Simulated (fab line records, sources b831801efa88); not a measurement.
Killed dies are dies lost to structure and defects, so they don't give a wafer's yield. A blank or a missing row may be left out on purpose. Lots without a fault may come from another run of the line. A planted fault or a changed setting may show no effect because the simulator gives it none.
Chamber matching | flow sky130 | SKY_FIELD_ISO_ETCH_15 on rie_diel-04: 4 sister chambers
The step etches the open film in CHF3/O2, stops on Si, target depth 180 nm, time 72 s. 7 wafers are shown with their chamber, then 7 later ones without.

WAFERS WITH THEIR CHAMBER
wafer  | chamber | oes_product_au (a.u.) | chamber_pressure_mTorr (mTorr)
L075.5 | 1       | 0.948                 | 39.97
L084.4 | 0       | 0.933                 | 40.07
L084.5 | 2       | 0.937                 | 40.06
L089.4 | 0       | 0.941                 | 40.00
L089.6 | 3       | 0.935                 | 40.03
L094.3 | 2       | 0.938                 | 40.00
L094.4 | 3       | 0.942                 | 40.01

WAFERS WITHOUT THEIR CHAMBER
wafer  | oes_product_au (a.u.) | chamber_pressure_mTorr (mTorr)
L094.5 | 0.932                 | 40.00
L095.1 | 0.946                 | 39.96
L095.2 | 0.946                 | 39.99
L095.3 | 0.931                 | 39.98
L097.1 | 0.943                 | 40.02
L097.3 | 0.947                 | 39.96
L097.4 | 0.949                 | 39.88

WHICH CHAMBER EACH WENT THROUGH
wafer  | from the rows above               | in truth
L094.5 | can't be placed: 0 or 2 or 3      | 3
L095.1 | can't be placed: 1 or 3           | 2
L095.2 | can't be placed: 1 or 3 or 2 or 0 | 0
L095.3 | can't be placed: 2 or 0 or 3 or 1 | 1
L097.1 | can't be placed: 3 or 2 or 0 or 1 | 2
L097.3 | 1                                 | 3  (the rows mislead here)
L097.4 | 1                                 | 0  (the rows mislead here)
Placed correctly: 0 of 7. Can't be placed from these rows: 5 (the true chamber is among the candidates in 4). Placed wrongly: 2.
How it was worked out, from the rows above alone: a wafer's distance from a chamber is the root of the sum, over the readings, of the square of ((its reading less the chamber's mean) divided by the reading's scatter). The wafer belongs to the nearest chamber; if the next one is less than 2 further off, it can't be placed. A chamber's mean is the mean of its shown wafers. The scatter: the root of (the sum of the squares of (reading less its chamber's mean) over the shown wafers, divided by (wafers less chambers)).
